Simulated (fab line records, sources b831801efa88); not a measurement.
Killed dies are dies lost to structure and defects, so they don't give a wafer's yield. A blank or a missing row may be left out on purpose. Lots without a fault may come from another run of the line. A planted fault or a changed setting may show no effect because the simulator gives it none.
Chamber matching | flow sky130 | SKY_FIELD_ISO_ETCH_17 on rie_si-02: 4 sister chambers
The step etches Si in HBr/Cl2/O2, target depth 342 nm, time 97.7 s. 8 wafers are shown with their chamber, then 7 later ones without.

WAFERS WITH THEIR CHAMBER
wafer  | chamber | run_length_s (s) | throttle_valve_pct (%)
L565.1 | 3       | 125.1            | 25.649
L565.5 | 2       | 126.1            | 25.658
L576.1 | 2       | 125.5            | 25.643
L576.3 | 3       | 125.6            | 25.652
L579.3 | 0       | 126.3            | 25.659
L579.5 | 1       | 126.5            | 25.666
L582.1 | 0       | 126.2            | 25.661
L582.5 | 1       | 125.9            | 25.660

WAFERS WITHOUT THEIR CHAMBER
wafer  | run_length_s (s) | throttle_valve_pct (%)
L582.6 | 125.2            | 25.656
L584.1 | 126.2            | 25.648
L584.4 | 125.8            | 25.669
L584.6 | 125.5            | 25.642
L586.4 | 126.2            | 25.655
L586.5 | 125.6            | 25.659
L586.6 | 125.9            | 25.657

WHICH CHAMBER EACH WENT THROUGH
wafer  | from the rows above               | in truth
L582.6 | can't be placed: 3 or 2           | 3
L584.1 | can't be placed: 2 or 0 or 3 or 1 | 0
L584.4 | can't be placed: 1 or 0 or 2 or 3 | 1
L584.6 | can't be placed: 3 or 2           | 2
L586.4 | can't be placed: 0 or 1 or 2 or 3 | 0
L586.5 | can't be placed: 2 or 3 or 1 or 0 | 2
L586.6 | can't be placed: 0 or 2 or 1 or 3 | 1
Placed correctly: 0 of 7. Can't be placed from these rows: 7 (the true chamber is among the candidates in 7). Placed wrongly: 0.
How it was worked out, from the rows above alone: a wafer's distance from a chamber is the root of the sum, over the readings, of the square of ((its reading less the chamber's mean) divided by the reading's scatter). The wafer belongs to the nearest chamber; if the next one is less than 2 further off, it can't be placed. A chamber's mean is the mean of its shown wafers. The scatter: the root of (the sum of the squares of (reading less its chamber's mean) over the shown wafers, divided by (wafers less chambers)).
